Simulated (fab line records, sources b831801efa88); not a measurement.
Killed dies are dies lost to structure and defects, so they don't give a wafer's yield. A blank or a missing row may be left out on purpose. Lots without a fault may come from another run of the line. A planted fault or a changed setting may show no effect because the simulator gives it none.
fab line records | flow gf180mcu | part 1 of 2: steps 1 to 28 of 41
record lots=5 wafers=15 last_day=34
route steps=602 shown MIM@510 M5@526 V5@540
lots that met no fault: from a run of the same line without faults
start_h: hours from the record's first day to the start of the lot's first wafer shown | wait_h: hours since the lot's step before | " the same as in the row above | L1.1+2: a row that stands for several wafers | - no value, or no start given | * or withheld: withheld | < > ~ a bound
route shown NAME@n: a module of which the file shows steps, and the number in the route of the first | usual: mean/standard deviation of fault-free wafers | same: alike in all rows | chamber/n: place in a boat | sites: the reading at each site | _std_site: their standard deviation | _edge_site: outer sites' mean less inner sites' | radius_mm: how far each site lies from the wafer's centre | mask NAME#n: copy n | behind: the tool/chamber that last shaped the wafer | hold: why the lot was held/for how many hours/how that ended | device: the transistor (n, p or np) that didn't switch | end of line: the same wafers' tests at the end of the route | a step without rows: its recipe alone | killed: dies lost to structure and defects at the first sort, not the wafer's yield | map: a wafer's dies, x killed, . not, _ none there
set.NAME: the setting as run; set.NAME@STEP: as run at that earlier step | model.NAME: the simulator's own value behind a step, which no gauge read
lots at some steps of the route; a table a step, a row a wafer
services: from which hour (start_h, from the record's first day; less than 0 if before it) a tool's chamber was out of use, for how many hours, and why
## steps
# step GF_MIM_SPUTTER_07
# recipe material=TiN target_thk_nm=60 power_w=6500 time_s=50 chamber_pressure_pa=0.4
# usual throttle_valve_pct=30.1/1.2
# columns lot.wafer tool chamber start_h wait_h throttle_valve_pct
L083.1 pvd_sputter-01 - 634.09 0.1 32.4
L083.2 " - " " 29.9
L083.3 " - " " 29.4
L092.2 pvd_sputter-04 - 703.38 0.0 29.4
L092.3 " - " " 32.0
L092.5 " - " " 29.5
L095.1 pvd_sputter-04 - 714.62 0.1 29.2
L095.3 " - " " 31.5
L095.4 " - " " 29.5
L096.1 pvd_sputter-02 - 723.08 0.1 28.3
L096.2 " - " " 31.6
L096.5 " - " " 31.6
L097.1 pvd_sputter-01 - 727.99 0.1 29.0
L097.2 " - " " 32.4
L097.6 " - " " 29.8
# step GF_MIM_SPUTTER_08
# recipe material=AlCu target_thk_nm=200 power_w=10600 time_s=10.6 chamber_pressure_pa=0.4
# usual throttle_valve_pct=30.1/1.2
# columns lot.wafer tool chamber start_h wait_h throttle_valve_pct
L083.1 pvd_sputter-01 - 634.14 0.0 32.3
L083.2 " - " " 30.1
L083.3 " - " " 29.2
L092.2 pvd_sputter-04 - 703.42 0.0 29.5
L092.3 " - " " 31.4
L092.5 " - " " 29.3
L095.1 pvd_sputter-04 - 714.67 0.0 29.2
L095.3 " - " " 31.7
L095.4 " - " " 29.6
L096.1 pvd_sputter-02 - 723.13 0.0 28.3
L096.2 " - " " 31.6
L096.5 " - " " 31.3
L097.1 pvd_sputter-01 - 728.03 0.0 29.0
L097.2 " - " " 32.3
L097.6 " - " " 30.2
# step GF_MIM_SPUTTER_09
# recipe material=TiN target_thk_nm=35 power_w=6500 time_s=29.2 chamber_pressure_pa=0.4
# usual throttle_valve_pct=30.1/1.2
# columns lot.wafer tool chamber start_h wait_h throttle_valve_pct
L083.1 pvd_sputter-01 - 634.16 0.0 32.4
L083.2 " - " " 30.3
L083.3 " - " " 29.1
L092.2 pvd_sputter-04 - 703.44 0.0 29.5
L092.3 " - " " 31.7
L092.5 " - " " 29.4
L095.1 pvd_sputter-04 - 714.69 0.0 29.3
L095.3 " - " " 31.3
L095.4 " - " " 29.7
L096.1 pvd_sputter-02 - 723.15 0.0 28.6
L096.2 " - " " 31.3
L096.5 " - " " 31.4
L097.1 pvd_sputter-01 - 728.06 0.0 28.8
L097.2 " - " " 32.0
L097.6 " - " " 30.1
# step GF_MIM_RS_MEAS_10
# recipe thk_meas_gauge=four-point-probe reads=TiN_of_MIM_SPUTTER_09+AlCu_of_MIM_SPUTTER_08+TiN_of_MIM_SPUTTER_07
# usual MIM_ALCU_RS=0.1597/0.0014
# columns lot.wafer tool chamber start_h wait_h MIM_ALCU_RS[ohm/sq]
L083.1 film_metro-02 - 634.19 0.0 0.1594
L083.2 " - " " 0.1615
L083.3 " - " " 0.1586
L092.2 film_metro-04 - 703.50 0.0 0.1582
L092.3 " - " " 0.1586
L092.5 " - " " 0.1588
L095.1 film_metro-02 - 714.72 0.0 0.1591
L095.3 " - " " 0.1585
L095.4 " - " " 0.1610
L096.1 film_metro-02 - 723.18 0.0 0.1588
L096.2 " - " " 0.1588
L096.5 " - " " 0.1588
L097.1 film_metro-04 - 728.14 0.1 0.1587
L097.2 " - " " 0.1602
L097.6 " - " " 0.1602
# step GF_MIM_THK_MEAS_11
# recipe thk_meas_gauge=xrf reads=AlCu_of_MIM_SPUTTER_08
# usual MIM_ALCU_THK=200.2/1.9
# columns lot.wafer tool chamber start_h wait_h MIM_ALCU_THK[nm]
L083.1 film_metro-02 - 634.31 0.1 201.4
L083.2 " - " " 199.7
L083.3 " - " " 201.1
L092.2 film_metro-04 - 703.61 0.1 201.5
L092.3 " - " " 202.2
L092.5 " - " " 201.1
L095.1 film_metro-02 - 714.84 0.1 199.7
L095.3 " - " " 200.0
L095.4 " - " " 197.3
L096.1 film_metro-02 - 723.30 0.1 203.2
L096.2 " - " " 202.9
L096.5 " - " " 202.1
L097.1 film_metro-04 - 728.26 0.1 200.9
L097.2 " - " " 200.8
L097.6 " - " " 201.0
# step GF_MIM_DEHYDRATE_12
# recipe temp_c=200 time_s=60
# columns lot.wafer tool chamber start_h wait_h
L083.1+2+3 litho_track-02 0 643.59 9.3
L092.2+3+5 litho_track-04 0 712.03 8.4
L095.1+3+4 litho_track-03 0 722.93 8.1
L096.1+2+5 litho_track-04 0 731.30 8.0
L097.1+2+6 litho_track-04 0 736.20 7.9
# step GF_MIM_HMDS_13
# recipe prime_time_s=60 prime_temp_c=120
# usual prime_temp_c=120.00/0.12
# columns lot.wafer tool chamber start_h wait_h prime_temp_c
L083.1 litho_track-02 0 643.74 0.1 119.93
L083.2 " 0 " " 119.95
L083.3 " 0 " " 120.11
L092.2 litho_track-04 0 712.18 0.1 119.93
L092.3 " 0 " " 119.88
L092.5 " 0 " " 119.87
L095.1 litho_track-03 0 723.08 0.1 120.18
L095.3 " 0 " " 120.12
L095.4 " 0 " " 119.99
L096.1 litho_track-04 0 731.45 0.1 120.01
L096.2 " 0 " " 119.97
L096.5 " 0 " " 120.06
L097.1 litho_track-04 0 736.35 0.1 120.02
L097.2 " 0 " " 119.97
L097.6 " 0 " " 119.95
# step GF_MIM_COAT_14
# recipe resist=NOVOLAK spin_rpm=3000 resist_thk_nm=1000
# columns lot.wafer tool chamber start_h wait_h
L083.1+2+3 litho_track-02 0 643.89 0.1
L092.2+3+5 litho_track-04 0 712.33 0.1
L095.1+3+4 litho_track-03 0 723.23 0.1
L096.1+2+5 litho_track-04 0 731.60 0.1
L097.1+2+6 litho_track-04 0 736.50 0.1
# step GF_MIM_SOFTBAKE_15
# recipe temp_c=90 time_s=60 resist=NOVOLAK
# columns lot.wafer tool chamber start_h wait_h
L083.1+2+3 litho_track-02 0 644.04 0.1
L092.2+3+5 litho_track-04 0 712.48 0.1
L095.1+3+4 litho_track-03 0 723.38 0.1
L096.1+2+5 litho_track-04 0 731.75 0.1
L097.1+2+6 litho_track-04 0 736.65 0.1
# step GF_MIM_EXPOSE_16
# recipe mask_id=FuseTop target_cd_nm=2000 na=0.6 source_shape=conventional sigma_outer=0.6 dose_mj=140
# usual stage_vel_mm_s=499.95/0.25
# columns lot.wafer tool chamber start_h wait_h mask stage_vel_mm_s
L083.1 iline_stepper-02 0 - - FuseTop#0 500.01
L083.2 " 0 " " FuseTop#0 499.97
L083.3 " 0 " " FuseTop#0 499.94
L092.2 iline_stepper-02 0 - - FuseTop#0 500.31
L092.3 " 0 " " FuseTop#0 499.98
L092.5 " 0 " " FuseTop#0 500.18
L095.1 iline_stepper-02 0 - - FuseTop#0 499.78
L095.3 " 0 " " FuseTop#0 500.25
L095.4 " 0 " " FuseTop#0 499.97
L096.1 iline_stepper-02 0 - - FuseTop#0 499.74
L096.2 " 0 " " FuseTop#0 499.71
L096.5 " 0 " " FuseTop#0 499.87
L097.1 iline_stepper-01 0 - - FuseTop#0 500.22
L097.2 " 0 " " FuseTop#0 499.95
L097.6 " 0 " " FuseTop#0 499.75
# step GF_MIM_PEB_17
# recipe temp_c=withheld time_s=* resist=NOVOLAK
# columns lot.wafer tool chamber start_h wait_h
L083.1+2+3 litho_track-04 0 - -
L092.2+3+5 litho_track-04 0 - -
L095.1+3+4 litho_track-04 0 - -
L096.1+2+5 litho_track-02 0 - -
L097.1+2+6 litho_track-03 0 - -
# step GF_MIM_DEVELOP_18
# recipe develop_time_s=60 dev_temp_c=23
# columns lot.wafer tool chamber start_h wait_h
L083.1+2+3 litho_track-04 0 653.50 0.1
L092.2+3+5 litho_track-04 0 720.87 0.1
L095.1+3+4 litho_track-04 0 732.05 0.1
L096.1+2+5 litho_track-02 0 739.94 0.1
L097.1+2+6 litho_track-03 0 744.68 0.1
# step GF_MIM_METAL_ETCH_19
# recipe chemistry=Cl2/BCl3 mask_material=NOVOLAK stop_on=Si3N4 target_depth_nm=324.5 pressure_mtorr=8 icp_w=800 bias_w=140 Cl2_flow_sccm=80 bcl3_flow_sccm=40 time_s=54.1
# usual drypump_motor_current_A=5.5/0.34 he_backside_leak_sccm=3.39/0.15 oes_product_au=0.942/0.0054 throttle_valve_pct=28.282/0.0091
# columns lot.wafer tool chamber start_h wait_h drypump_motor_current_A he_backside_leak_sccm oes_product_au rf_hours_counter_h throttle_valve_pct
L083.1 rie_metal-03 0 653.65 0.1 5.8 3.81 0.939 13 28.280
L083.2 " 1 " " 5.8 3.29 0.936 5 28.285
L083.3 " 1 " " 5.8 3.24 0.939 - 28.277
L092.2 rie_metal-02 1 721.00 0.1 5.0 3.19 0.945 11 28.289
L092.3 " 0 " " 5.1 3.28 0.946 - 28.280
L092.5 " 0 " " 5.0 3.44 0.949 - 28.293
L095.1 rie_metal-02 0 732.20 0.1 5.1 3.39 0.934 11 28.303
L095.3 " 1 " " 5.0 3.24 0.950 - 28.287
L095.4 " 0 " " 5.0 3.54 0.930 - 28.298
L096.1 rie_metal-04 1 740.09 0.1 5.7 3.28 0.944 5 28.270
L096.2 " 0 " " 5.2 3.45 0.942 8 28.282
L096.5 " 0 " " 5.1 3.46 0.944 - 28.270
L097.1 rie_metal-04 1 744.83 0.1 5.7 3.20 0.933 5 28.269
L097.2 " 0 " " 5.2 3.42 0.941 8 28.274
L097.6 " 0 " " 5.2 3.40 0.947 - 28.284
# step GF_MIM_STRIP_20
# recipe chemistry=O2/N2 power_w=1400 pressure_mtorr=1500 platen_temp_c=250 o2_flow_sccm=3000 n2_flow_sccm=300 overash_fraction=0.5
# usual drypump_motor_current_A=6.1/0.37 heater_power_w=355/40 oes_product_au=0.691/0.0057 strip_time_to_endpoint_s=11.22/0.058
# columns lot.wafer tool chamber start_h wait_h drypump_motor_current_A heater_power_w oes_product_au rf_hours_counter_h strip_time_to_endpoint_s
L083.1 plasma_asher-04 1 653.72 0.0 6.3 323 0.691 106 11.23
L083.2 " 0 " " 6.1 310 0.706 106 11.26
L083.3 " 0 " " 6.1 310 0.701 - 11.28
L092.2 plasma_asher-02 1 721.09 0.1 6.6 420 0.690 66 11.19
L092.3 " 0 " " 6.0 398 0.684 - 11.15
L092.5 " 1 " " 6.6 413 0.685 - 11.22
L095.1 plasma_asher-03 1 732.27 0.0 6.1 322 0.678 30 11.19
L095.3 " 1 " " 6.1 324 0.683 - 11.15
L095.4 " 0 " " 5.2 352 0.693 - 11.17
L096.1 plasma_asher-03 0 740.16 0.0 5.2 347 0.685 31 11.17
L096.2 " 1 " " 6.1 327 0.685 31 11.19
L096.5 " 0 " " 5.2 351 0.692 - 11.22
L097.1 plasma_asher-02 1 744.90 0.0 6.5 414 0.687 69 11.20
L097.2 " 0 " " 6.0 398 0.694 69 11.20
L097.6 " 1 " " 6.5 415 0.692 - 11.20
# step GF_MIM_STRIP_21
# recipe chemistry=post_etch_residue_remover time_s=1200 temp_c=72.5
# columns lot.wafer tool chamber start_h wait_h
L083.1+2+3 wet_bench-03 3 653.82 0.1
L092.2+3+5 wet_bench-03 3 721.19 0.1
L095.1+3+4 wet_bench-04 1 732.37 0.1
L096.1+2+5 wet_bench-04 2 740.26 0.1
L097.1+2+6 wet_bench-03 2 745.00 0.1
# step GF_MIM_CLEAN_22
# recipe chemistry=DIW dry=n2_spin
# columns lot.wafer tool chamber start_h wait_h
L083.1+2+3 wet_bench-04 1 654.16 0.0
L092.2+3+5 wet_bench-01 1 721.53 0.0
L095.1+3+4 wet_bench-03 0 733.05 0.0
L096.1+2+5 wet_bench-03 0 740.60 0.0
L097.1+2+6 wet_bench-04 3 745.35 0.0
# step GF_M5_DEHYDRATE_00
# recipe temp_c=200 time_s=60
# columns lot.wafer tool chamber start_h wait_h
L083.1+2+3 litho_track-04 0 663.60 9.3
L092.2+3+5 litho_track-04 0 729.82 8.2
L095.1+3+4 litho_track-04 0 740.85 7.7
L096.1+2+5 litho_track-01 0 748.75 8.1
L097.1+2+6 litho_track-03 0 752.83 7.4
# step GF_M5_HMDS_01
# recipe prime_time_s=60 prime_temp_c=120.4
# usual prime_temp_c=120.42/0.14
# columns lot.wafer tool chamber start_h wait_h prime_temp_c
L083.1 litho_track-04 0 663.75 0.1 120.49
L083.2 " 0 " " 120.53
L083.3 " 0 " " 120.49
L092.2 litho_track-04 0 729.97 0.1 120.30
L092.3 " 0 " " 120.50
L092.5 " 0 " " 120.42
L095.1 litho_track-04 0 741.00 0.1 120.30
L095.3 " 0 " " 120.30
L095.4 " 0 " " 120.41
L096.1 litho_track-01 0 748.90 0.1 120.23
L096.2 " 0 " " 120.37
L096.5 " 0 " " 120.48
L097.1 litho_track-03 0 752.98 0.1 120.39
L097.2 " 0 " " 120.34
L097.6 " 0 " " 120.30
# step GF_M5_COAT_02
# recipe resist=KrF spin_rpm=withheld resist_thk_nm=1000
# columns lot.wafer tool chamber start_h wait_h
L083.1+2+3 litho_track-04 0 663.90 0.1
L092.2+3+5 litho_track-04 0 730.12 0.1
L095.1+3+4 litho_track-04 0 741.15 0.1
L096.1+2+5 litho_track-01 0 749.05 0.1
L097.1+2+6 litho_track-03 0 753.13 0.1
# step GF_M5_SOFTBAKE_03
# recipe temp_c=130 time_s=60 resist=KrF
# columns lot.wafer tool chamber start_h wait_h
L083.1+2+3 litho_track-04 0 664.05 0.1
L092.2+3+5 litho_track-04 0 730.27 0.1
L095.1+3+4 litho_track-04 0 741.30 0.1
L096.1+2+5 litho_track-01 0 749.20 0.1
L097.1+2+6 litho_track-03 0 753.28 0.1
# step GF_M5_EXPOSE_04
# recipe mask_id=Metal5 target_cd_nm=280 na=0.68 source_shape=conventional sigma_outer=0.6 dose_mj=28
# usual stage_vel_mm_s=500.05/0.22
# columns lot.wafer tool chamber start_h wait_h mask stage_vel_mm_s
L083.1 krf_scanner-01 0 - - Metal5#0 499.84
L083.2 " 0 " " Metal5#0 499.99
L083.3 " 0 " " Metal5#0 500.42
L092.2 krf_scanner-02 0 - - Metal5#0 500.09
L092.3 " 0 " " Metal5#0 500.02
L092.5 " 0 " " Metal5#0 500.15
L095.1 krf_scanner-01 0 - - Metal5#0 500.10
L095.3 " 0 " " Metal5#0 499.84
L095.4 " 0 " " Metal5#0 500.30
L096.1 krf_scanner-01 0 - - Metal5#0 500.28
L096.2 " 0 " " Metal5#0 500.13
L096.5 " 0 " " Metal5#0 500.32
L097.1 krf_scanner-02 0 - - Metal5#0 499.93
L097.2 " 0 " " Metal5#0 500.13
L097.6 " 0 " " Metal5#0 500.30
# step GF_M5_PEB_05
# recipe peb_temp_c=135 peb_time_s=90 resist=KrF
# columns lot.wafer tool chamber start_h wait_h
L083.1+2+3 litho_track-01 0 - -
L092.2+3+5 litho_track-01 0 - -
L095.1+3+4 litho_track-04 0 - -
L096.1+2+5 litho_track-03 0 - -
L097.1+2+6 litho_track-01 0 - -
# step GF_M5_DEVELOP_06
# recipe develop_time_s=60 dev_temp_c=21
# columns lot.wafer tool chamber start_h wait_h
L083.1+2+3 litho_track-01 0 673.45 0.2
L092.2+3+5 litho_track-01 0 738.63 0.2
L095.1+3+4 litho_track-04 0 750.05 0.2
L096.1+2+5 litho_track-03 0 756.98 0.2
L097.1+2+6 litho_track-01 0 761.65 0.2
# step GF_M5_CD_MEAS_07
# recipe target_cd_nm=280
# usual cd_nm=280.1/0.97
# columns lot.wafer tool chamber start_h wait_h cd_nm
L083.1 cd_sem-01 - 673.60 0.1 280.9
L083.2 " - " " 279.8
L083.3 " - " " 280.2
L092.2 cd_sem-02 - 738.77 0.1 279.3
L092.3 " - " " 279.8
L092.5 " - " " 279.8
L095.1 cd_sem-02 - 750.20 0.1 280.2
L095.3 " - " " 280.0
L095.4 " - " " 281.3
L096.1 cd_sem-02 - 757.13 0.1 281.3
L096.2 " - " " 280.6
L096.5 " - " " 281.6
L097.1 cd_sem-02 - 761.86 0.2 281.5
L097.2 " - " " 280.2
L097.6 " - " " 280.2
# step GF_M5_OVL_MEAS_08
# usual M5_OVL=4/5.4
# columns lot.wafer tool chamber start_h wait_h M5_OVL[nm]
L083.1 overlay-01 - 673.72 0.1 1
L083.2 " - " " 0
L083.3 " - " " -2
L092.2 overlay-01 - 738.88 0.1 3
L092.3 " - " " 3
L092.5 " - " " 12
L095.1 overlay-01 - 750.32 0.1 7
L095.3 " - " " 9
L095.4 " - " " 0
L096.1 overlay-01 - 757.25 0.1 -9
L096.2 " - " " 3
L096.5 " - " " 2
L097.1 overlay-01 - 761.98 0.1 -4
L097.2 " - " " 2
L097.6 " - " " 2
# step GF_M5_ETCH_09
# recipe chemistry=CF4/O2 target=Si3N4 target_depth_nm=52 source_w=800 bias_w=150 pressure_mtorr=150 cf4_flow_sccm=80 O2_flow_sccm=10 time_s=11.6
# usual drypump_motor_current_A=5.7/0.41 oes_product_au=0.998/0.011 throttle_valve_pct=5.969/0.0097
# columns lot.wafer tool chamber start_h wait_h drypump_motor_current_A oes_product_au rf_hours_counter_h throttle_valve_pct
L083.1 rie_diel-01 0 673.76 0.0 6.5 1.004 11 5.964
L083.2 " 2 " " 5.5 0.990 7 5.962
L083.3 " 3 " " 5.8 0.992 4 5.952
L092.2 rie_diel-03 1 738.91 0.0 5.6 0.989 14 5.970
L092.3 " 2 " " 5.2 0.990 34 5.968
L092.5 " 3 " " 5.7 0.984 - 5.960
L095.1 rie_diel-02 0 750.36 0.0 5.8 0.990 3 5.967
L095.3 " 3 " " 6.3 0.991 11 5.967
L095.4 " 2 " " 5.5 0.995 15 5.955
L096.1 rie_diel-03 2 757.29 0.0 5.3 0.997 34 5.956
L096.2 " 3 " " 5.7 0.997 13 5.963
L096.5 " 2 " " 5.2 0.988 - 5.965
L097.1 rie_diel-01 0 762.01 0.0 6.5 0.998 14 5.970
L097.2 " 3 " " 5.8 0.984 7 5.956
L097.6 " 1 " " 5.8 0.996 - 5.978
# step GF_M5_METAL_ETCH_10
# recipe chemistry=Cl2/BCl3 mask_material=KrF target_depth_nm=627.5 stop_on=SiO2 pressure_mtorr=8 icp_w=800 bias_w=140 Cl2_flow_sccm=80 bcl3_flow_sccm=40 time_s=104.6
# usual drypump_motor_current_A=5.9/0.4 he_backside_leak_sccm=3.27/0.2 oes_product_au=0.973/0.0067 throttle_valve_pct=28.248/0.011
# columns lot.wafer tool chamber start_h wait_h drypump_motor_current_A he_backside_leak_sccm oes_product_au rf_hours_counter_h throttle_valve_pct
L083.1 rie_metal-04 0 673.78 0.0 5.2 3.38 0.976 5 28.233
L083.2 " 1 " " 5.7 3.00 0.980 3 28.223
L083.3 " 1 " " 5.7 3.38 0.967 - 28.245
L092.2 rie_metal-01 0 738.93 0.0 6.1 3.10 0.975 3 28.246
L092.3 " 1 " " 6.4 3.16 0.975 - 28.228
L092.5 " 1 " " 6.4 3.22 0.974 - 28.253
L095.1 rie_metal-03 1 750.38 0.0 5.8 3.41 0.968 11 28.268
L095.3 " 1 " " 5.8 3.47 0.969 - 28.251
L095.4 " 0 " " 5.8 3.79 0.976 - 28.244
L096.1 rie_metal-04 1 757.31 0.0 5.7 3.31 0.970 6 28.254
L096.2 " 0 " " 5.2 3.37 0.975 8 28.249
L096.5 " 1 " " 5.8 3.31 0.972 - 28.247
L097.1 rie_metal-03 1 762.03 0.0 5.8 3.16 0.980 11 28.239
L097.2 " 0 " " 5.8 3.36 0.966 2 28.251
L097.6 " 0 " " 5.8 3.59 0.974 - 28.265
# step GF_M5_STRIP_11
# recipe chemistry=O2/N2 power_w=1400 pressure_mtorr=1500 platen_temp_c=250 o2_flow_sccm=3000 n2_flow_sccm=300 overash_fraction=0.5
# usual drypump_motor_current_A=5.8/0.63 heater_power_w=333/19 oes_product_au=0.543/0.0051 strip_time_to_endpoint_s=7.52/0.049
# columns lot.wafer tool chamber start_h wait_h drypump_motor_current_A heater_power_w oes_product_au rf_hours_counter_h strip_time_to_endpoint_s
L083.1 plasma_asher-03 1 673.89 0.1 6.1 327 0.538 24 7.54
L083.2 " 0 " " 5.2 351 0.536 24 7.48
L083.3 " 0 " " 5.2 354 0.548 - 7.54
L092.2 plasma_asher-03 1 739.04 0.1 6.1 329 0.542 31 7.49
L092.3 " 1 " " 6.1 325 0.540 - 7.56
L092.5 " 1 " " 6.1 319 0.544 - 7.56
L095.1 plasma_asher-03 1 750.49 0.1 6.1 328 0.544 32 7.58
L095.3 " 0 " " 5.2 347 0.547 - 7.57
L095.4 " 1 " " 6.1 324 0.543 - 7.52
L096.1 plasma_asher-03 1 757.42 0.1 6.1 322 0.543 33 7.59
L096.2 " 0 " " 5.2 352 0.544 33 7.56
L096.5 " 0 " " 5.2 346 0.540 - 7.59
L097.1 plasma_asher-01 1 762.15 0.1 6.7 365 0.556 94 7.56
L097.2 " 0 " " 4.7 308 0.545 94 7.56
L097.6 " 1 " " 6.7 371 0.544 - 7.55
